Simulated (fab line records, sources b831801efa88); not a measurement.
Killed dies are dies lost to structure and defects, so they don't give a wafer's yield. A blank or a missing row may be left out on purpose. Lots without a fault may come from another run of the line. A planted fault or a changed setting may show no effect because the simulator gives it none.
Which tool did it? | flow gf180mcu | 24 lots, 72 wafers sampled, at 5 steps of a route of 602

WHAT THE GAUGES READ, wafer by wafer
GF_VT_IMPLANT_RS_MEAS_47: measures by four-point-probe. Usual: NWELL_RS 487.8 ohm/sq, standard deviation 1.1.
lot  | measured     | on            | NWELL_RS (ohm/sq) | flag
L074 | day 7 08:21  | film_metro-03 | 487.0 486.1 486.9 |
L075 | day 7 15:47  | film_metro-03 | 488.3 488.0 487.2 |
L076 | day 7 22:24  | film_metro-03 | 487.4 485.9 485.5 |
L077 | day 8 03:32  | film_metro-04 | 487.3 487.2 488.5 |
L078 | day 8 12:26  | film_metro-04 | 488.5 487.3 489.3 |
L079 | day 8 17:20  | film_metro-04 | 487.9 487.9 487.8 |
L080 | day 9 00:32  | film_metro-03 | 488.2 489.7 488.5 |
L082 | day 9 15:34  | film_metro-02 | 488.7 486.3 488.5 |
L081 | day 9 17:34  | film_metro-03 | 488.9 488.9 488.1 |
L083 | day 10 00:30 | film_metro-02 | 488.4 488.1 487.9 |
L084 | day 10 21:05 | film_metro-04 | 486.3 487.5 487.9 |
L085 | day 11 08:23 | film_metro-04 | 488.4 486.9 488.0 |
L087 | day 11 10:50 | film_metro-02 | 488.0 488.4 487.1 |
L086 | day 11 11:13 | film_metro-03 | 485.9 486.0 485.9 |
L089 | day 12 02:02 | film_metro-02 | 489.1 488.0 488.9 |
L088 | day 12 05:25 | film_metro-04 | 489.2 488.8 489.5 |
L091 | day 12 10:24 | film_metro-02 | 487.0 486.9 486.5 |
L090 | day 12 11:20 | film_metro-02 | 488.3 485.8 487.4 |
L092 | day 12 16:02 | film_metro-03 | 486.5 486.6 488.0 |
L094 | day 13 02:50 | film_metro-04 | 488.2 487.7 487.5 |
L093 | day 13 04:59 | film_metro-03 | 487.0 488.7 488.8 |
L095 | day 13 14:08 | film_metro-04 | 487.6 489.5 488.4 |
L096 | day 13 17:39 | film_metro-02 | 486.0 486.4 487.4 |
L097 | day 13 23:52 | film_metro-02 | 486.7 488.7 488.3 |

GF_V1_CD_MEAS_14: target cd 260 nm. Usual: cd_nm 260.5 nm, standard deviation 1.5.
lot  | measured     | on        | cd_nm (nm)        | flag
L074 | day 17 15:45 | cd_sem-01 | 262.4 261.3 262.3 |
L075 | day 18 02:35 | cd_sem-01 | 260.1 259.4 260.4 |
L076 | day 18 12:51 | cd_sem-01 | 260.2 261.6 261.4 |
L077 | day 19 00:40 | cd_sem-01 | 259.0 259.7 258.3 |
L078 | day 19 11:46 | cd_sem-02 | 260.6 260.7 260.1 |
L079 | day 19 16:09 | cd_sem-01 | 261.7 260.3 260.5 |
L080 | day 20 05:34 | cd_sem-02 | 261.6 261.0 259.7 |
L082 | day 20 22:59 | cd_sem-02 | 258.1 257.7 257.9 |
L081 | day 21 03:38 | cd_sem-01 | 262.1 261.9 262.6 |
L083 | day 21 11:55 | cd_sem-01 | 258.3 257.2 258.4 |
L084 | day 22 16:16 | cd_sem-02 | 260.5 259.9 261.1 |
L085 | day 23 01:29 | cd_sem-02 | 260.6 260.7 260.0 |
L087 | day 23 06:04 | cd_sem-01 | 261.1 260.0 259.6 |
L086 | day 23 07:23 | cd_sem-01 | 257.4 259.5 258.5 |
L089 | day 24 00:31 | cd_sem-01 | 258.6 260.2 259.1 |
L088 | day 24 06:30 | cd_sem-01 | 261.0 260.9 261.1 |
L091 | day 24 11:51 | cd_sem-01 | 261.3 261.2 261.5 |
L090 | day 24 13:37 | cd_sem-02 | 260.9 260.7 260.9 |
L092 | day 24 17:58 | cd_sem-02 | 261.2 260.2 261.1 |
L094 | day 25 00:50 | cd_sem-02 | 260.4 260.7 261.1 |
L093 | day 25 07:35 | cd_sem-02 | 260.6 260.2 260.1 |
L095 | day 25 14:59 | cd_sem-02 | 264.1 264.7 263.0 |
L096 | day 25 20:35 | cd_sem-02 | 260.3 259.3 259.2 |
L097 | day 26 02:37 | cd_sem-02 | 261.5 262.7 262.6 |

GF_M2_THK_MEAS_06: measures by xrf. Usual: M2_ALCU_THK 461 nm, standard deviation 8.4.
lot  | measured     | on            | M2_ALCU_THK (nm) | flag
L074 | day 17 17:37 | film_metro-04 | 471 463 467      |
L075 | day 18 04:26 | film_metro-01 | 459 457 465      |
L076 | day 18 14:43 | film_metro-04 | 473 472 470      |
L077 | day 19 02:36 | film_metro-01 | 449 452 448      |
L078 | day 19 14:04 | film_metro-04 | 473 477 471      |
L079 | day 19 18:06 | film_metro-04 | 469 471 468      |
L080 | day 20 07:25 | film_metro-02 | 455 458 460      |
L082 | day 21 01:02 | film_metro-01 | 452 449 450      |
L081 | day 21 05:29 | film_metro-01 | 453 456 457      |
L083 | day 21 13:47 | film_metro-04 | 470 473 471      |
L084 | day 22 18:07 | film_metro-02 | 457 462 457      |
L085 | day 23 03:21 | film_metro-02 | 451 449 451      |
L087 | day 23 07:55 | film_metro-01 | 461 454 459      |
L086 | day 23 09:13 | film_metro-01 | 462 461 461      |
L089 | day 24 02:22 | film_metro-01 | 447 446 448      |
L088 | day 24 08:20 | film_metro-01 | 455 460 461      |
L091 | day 24 13:41 | film_metro-04 | 470 469 465      |
L090 | day 24 15:28 | film_metro-02 | 467 470 470      |
L092 | day 24 19:49 | film_metro-02 | 462 461 457      |
L094 | day 25 02:41 | film_metro-01 | 453 454 454      |
L093 | day 25 09:26 | film_metro-02 | 456 459 456      |
L095 | day 25 16:50 | film_metro-01 | 461 452 456      |
L096 | day 25 22:25 | film_metro-04 | 469 466 475      |
L097 | day 26 04:26 | film_metro-02 | 473 467 471      |

GF_V4_BOW_MEAS_05. Usual: V4_BOW 139 um, standard deviation 8.
lot  | measured     | on            | V4_BOW (um) | flag
L074 | day 23 00:57 | film_metro-03 | 132 141 125 |
L075 | day 23 09:24 | film_metro-02 | 141 132 133 |
L076 | day 23 19:44 | film_metro-04 | 141 147 152 |
L077 | day 24 08:16 | film_metro-02 | 137 152 145 |
L078 | day 24 18:35 | film_metro-03 | 145 128 136 |
L079 | day 24 22:31 | film_metro-02 | 141 148 147 |
L080 | day 25 10:06 | film_metro-02 | 132 127 127 |
L082 | day 26 00:35 | film_metro-02 | 133 138 127 |
L081 | day 26 06:05 | film_metro-04 | 144 143 137 |
L083 | day 26 12:59 | film_metro-03 | 136 133 138 |
L084 | day 27 13:11 | film_metro-03 | 134 137 135 |
L085 | day 27 22:17 | film_metro-04 | 139 143 130 |
L087 | day 28 00:35 | film_metro-03 | 153 128 132 |
L086 | day 28 03:25 | film_metro-04 | 146 156 145 |
L089 | day 28 17:17 | film_metro-02 | 141 148 147 |
L088 | day 28 23:04 | film_metro-02 | 141 125 136 |
L091 | day 29 04:35 | film_metro-02 | 134 145 134 |
L090 | day 29 05:41 | film_metro-04 | 152 143 141 |
L092 | day 29 08:41 | film_metro-03 | 146 134 141 |
L094 | day 29 14:23 | film_metro-03 | 154 128 147 |
L093 | day 29 19:20 | film_metro-04 | 130 130 128 |
L095 | day 30 03:35 | film_metro-03 | 140 134 134 |
L096 | day 30 08:16 | film_metro-02 | 146 152 143 |
L097 | day 30 13:32 | film_metro-02 | 142 151 143 |

WHICH TOOL RAN EACH LOT (tool, then ch and the chambers of the sampled wafers, then the start)
lot  | GF_SALICIDE_RTA_06
L074 | rtp_anneal-01 ch 0, day 14 18:05
L075 | rtp_anneal-02 ch 0, day 15 03:06
L076 | rtp_anneal-01 ch 0, day 15 12:22
L077 | rtp_anneal-02 ch 0, day 15 22:46
L078 | rtp_anneal-01 ch 0, day 16 10:27
L079 | rtp_anneal-01 ch 0, day 16 12:41
L080 | rtp_anneal-01 ch 0, day 17 03:48
L082 | rtp_anneal-01 ch 0, day 17 19:10
L081 | rtp_anneal-02 ch 0, day 17 22:23
L083 | rtp_anneal-02 ch 0, day 18 08:21
L084 | rtp_anneal-01 ch 0, day 19 12:43
L085 | rtp_anneal-02 ch 0, day 19 23:53
L087 | rtp_anneal-01 ch 0, day 20 02:55
L086 | rtp_anneal-02 ch 0, day 20 04:59
L089 | rtp_anneal-02 ch 0, day 20 22:45
L088 | rtp_anneal-01 ch 0, day 21 05:59
L091 | rtp_anneal-02 ch 0, day 21 12:13
L090 | rtp_anneal-02 ch 0, day 21 13:42
L092 | rtp_anneal-01 ch 0, day 21 18:01
L094 | rtp_anneal-01 ch 0, day 22 01:22
L093 | rtp_anneal-01 ch 0, day 22 08:25
L095 | rtp_anneal-01 ch 0, day 22 16:22
L096 | rtp_anneal-02 ch 0, day 22 22:45
L097 | rtp_anneal-01 ch 0, day 23 04:48
- GF_SALICIDE_RTA_06: time 30 s.

WHAT THE TOOLS THEMSELVES READ (means of the sampled wafers that have a number; where no wafer has one, the mark that the record gives instead)
GF_SALICIDE_RTA_06. Usual: lamp_power_pct 6.1 %, standard deviation 1.1; wafer_temp_C_max 533.1, standard deviation 0.84.
lot  | tool          | lamp_power_pct (%) | wafer_temp_C_max | flag
L074 | rtp_anneal-01 | 5.2                | 533.6            |
L075 | rtp_anneal-02 | 7.4                | 532.5            |
L076 | rtp_anneal-01 | 5.2                | 533.2            |
L077 | rtp_anneal-02 | 7.4                | 532.2            |
L078 | rtp_anneal-01 | 5.2                | 533.2            |
L079 | rtp_anneal-01 | 5.1                | 534.0            |
L080 | rtp_anneal-01 | 5.2                | 534.2            |
L082 | rtp_anneal-01 | 5.2                | 533.5            |
L081 | rtp_anneal-02 | 7.4                | 532.3            |
L083 | rtp_anneal-02 | 7.4                | 532.3            |
L084 | rtp_anneal-01 | 5.2                | 533.8            |
L085 | rtp_anneal-02 | 7.4                | 531.9            |
L087 | rtp_anneal-01 | 5.1                | 533.7            |
L086 | rtp_anneal-02 | 7.4                | 532.5            |
L089 | rtp_anneal-02 | 7.4                | 532.7            |
L088 | rtp_anneal-01 | 5.2                | 533.5            |
L091 | rtp_anneal-02 | 7.4                | 532.2            |
L090 | rtp_anneal-02 | 7.4                | 532.3            |
L092 | rtp_anneal-01 | 5.2                | 532.8            |
L094 | rtp_anneal-01 | 5.2                | 533.0            |
L093 | rtp_anneal-01 | 5.2                | 533.8            |
L095 | rtp_anneal-01 | 5.2                | 533.4            |
L096 | rtp_anneal-02 | 7.4                | 532.6            |
L097 | rtp_anneal-01 | 5.2                | 533.2            |

THE ANSWER, worked out from the rows above alone
Rule: a lot is off if the mean of its wafers that have a number lies more than 3 standard deviations from the usual mean. A lot without any number at a reading at which 4 lots or more have one is off too. The other lots that the step has rows for count as sound. The gauges are gone through in route order, then the tools' own readings, and for those a lot's mean is taken as printed above. The first step at which some lot is off is used, and at that step the reading that is off furthest; a lot without a number counts as furthest.
No lot is off at any reading shown: from this, nothing can be told.

WHAT THE SIMULATOR HAD PUT IN
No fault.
